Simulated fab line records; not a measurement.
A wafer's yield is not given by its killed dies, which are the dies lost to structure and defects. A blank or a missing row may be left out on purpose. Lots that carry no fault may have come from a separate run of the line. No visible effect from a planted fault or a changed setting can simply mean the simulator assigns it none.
Struck lot and sound lot, side by side / flow gf180mcu / 25 steps out of a route of 602
Sound: the wafers L619.1, L619.2, L619.5. Struck: wafers L629.2, L629.3, L629.6. The cause is given at the end.
At each step with rows: each side's tool, then ch and its chambers, then its first start. Under that, the readings that differ: sound wafers / struck wafers / difference of the means / sigmas: that difference in standard deviations of wafers without a fault.
alike: same words and numbers on both sides, and readings whose means sit less than 2 such deviations apart. not compared: any withheld reading, any reading some wafer has no value for, any bound like >300 that may hide the same value, and any number with overlapping values for which the record gives no deviation.
Wherever a step has rows on one side only, a row that says differs or no value, or a row with sigmas, the two part there. Numbers that have no deviation but don't overlap get no sigmas and don't part them. Lack of a reading on every wafer of one side parts them only where that side has two or more wafers.

GF_V4_RS_MEAS_24: measurement is done with a four-point probe.
  sound on film_metro-04 at day 27 22:23; struck on film_metro-03 at day 30 16:25
  alike: V4_W_RS
GF_V4_THK_MEAS_25: measures by xrf.
  sound on film_metro-04 at day 27 22:31; struck on film_metro-03 at day 30 16:31
  alike: V4_W_THK
GF_V4_CMP_26: polishes, stops on SiO2, t overpolish 15 s, target thk 0 nm.
  sound on cmp-01 ch 0,1, day 27 22:34; struck on cmp-02 ch 0,2,3, day 30 16:37
  alike: motor_current_A, overpolish_run_s, slurry_filter_dp_kPa, time_to_endpoint_s
GF_MIM_SPUTTER_00: material Ti, target thk 37.5 nm, time 150 s.
  sound on pvd_sputter-01 at day 27 22:52; struck on pvd_sputter-02 at day 30 16:52
  alike: cathode_dc_power_W, chamber_pressure_pa, substrate_temp_c, throttle_valve_pct
then, 2 steps without rows for these wafers: GF_MIM_SPUTTER_01 (material TiN, target thk 30 nm, time 25.8 s); GF_MIM_SPUTTER_02 (material AlCu, target thk 450 nm, time 23.9 s).
GF_MIM_SPUTTER_03: material Ti, target thk 10 nm, time 6.7 s.
  sound on pvd_sputter-01 at day 27 23:02; struck on pvd_sputter-02 at day 30 17:02
  alike: cathode_dc_power_W, chamber_pressure_pa, substrate_temp_c, throttle_valve_pct
GF_MIM_SPUTTER_04: material TiN, target thk 50 nm, time 41.7 s.
  sound on pvd_sputter-01 at day 27 23:03; struck on pvd_sputter-02 at day 30 17:03
  alike: cathode_dc_power_W, chamber_pressure_pa, throttle_valve_pct
then, 1 step without rows for these wafers: GF_MIM_CVD_05 (deposits Si3N4, target thk 42 nm, time 29.086 s).
GF_MIM_THK_MEAS_06:
  sound on film_metro-01 at day 27 23:08; struck on film_metro-01 at day 30 17:08
  alike: MIM_CVD_05_THK
then, 2 steps without rows for these wafers: GF_MIM_SPUTTER_07 (material TiN, target thk 60 nm, time 50 s); GF_MIM_SPUTTER_08 (material AlCu, target thk 200 nm, time 10.6 s).
GF_MIM_SPUTTER_09: material TiN, target thk 35 nm, time 29.2 s.
  sound on pvd_sputter-02 at day 27 23:15; struck on pvd_sputter-03 at day 30 17:15
  no value came back on the struck wafers for cathode_dc_power_W (W), chamber_pressure_pa (Pa), throttle_valve_pct (%); on the sound wafers cathode_dc_power_W (W) reads 6500.7 6499.7 6501.0
GF_MIM_RS_MEAS_10: measurement is done with a four-point probe.
  sound on film_metro-02 at day 27 23:17; struck on film_metro-04 at day 30 17:18
  alike: MIM_ALCU_RS
GF_MIM_THK_MEAS_11: measures by xrf.
  sound on film_metro-02 at day 27 23:25; struck on film_metro-04 at day 30 17:25
reading=MIM_ALCU_THK (nm); sound=203.7 202.4 204.6; struck=217.7 218.4 218.6; difference=+14.7; sigmas=+5
then, 7 steps without rows for these wafers: GF_MIM_DEHYDRATE_12 (time 60 s); GF_MIM_HMDS_13 (prime time 60 s); GF_MIM_COAT_14 (resist thk 1000 nm); GF_MIM_SOFTBAKE_15 (time 60 s); GF_MIM_EXPOSE_16 (exposes mask FuseTop, target cd 2000 nm); GF_MIM_PEB_17; GF_MIM_DEVELOP_18 (develop time 60 s).
GF_MIM_METAL_ETCH_19: etches the open film in Cl2/BCl3, stops on Si3N4, target depth 324.5 nm, time 54.1 s.
  sound on rie_metal-04 ch 0,1, day 28 18:43; struck on rie_metal-02 ch 0,1, day 31 10:29
reading=oes_product_au (a.u.); sound=0.941 0.936 0.950; struck=0.996 0.988 0.998; difference=+0.052; sigmas=+8
reading=throttle_valve_pct (%); sound=28.281 28.267 28.280; struck=28.212 28.221 28.236; difference=-0.053; sigmas=-5
  alike: drypump_motor_current_A
  not compared: rf_hours_counter_h
GF_MIM_STRIP_20: strips in O2/N2.
  sound on plasma_asher-03 ch 0,1, day 28 18:47; struck on plasma_asher-01 ch 1, day 31 10:34
  alike: drypump_motor_current_A, heater_power_w, oes_product_au, strip_time_to_endpoint_s
  not compared: rf_hours_counter_h
after that, 1 step had no rows for these wafers: GF_PASSIVATION_PROBE_99.

WHERE THEY PART
Earliest at GF_MIM_SPUTTER_09; latest, in this record, at GF_MIM_METAL_ETCH_19. Later steps at which nothing parts them and some readings are alike: GF_MIM_STRIP_20.

WHY: what the simulator had put in
Beginning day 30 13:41, the whole step at GF_MIM_SPUTTER_09 was skipped on pvd_sputter-03. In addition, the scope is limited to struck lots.
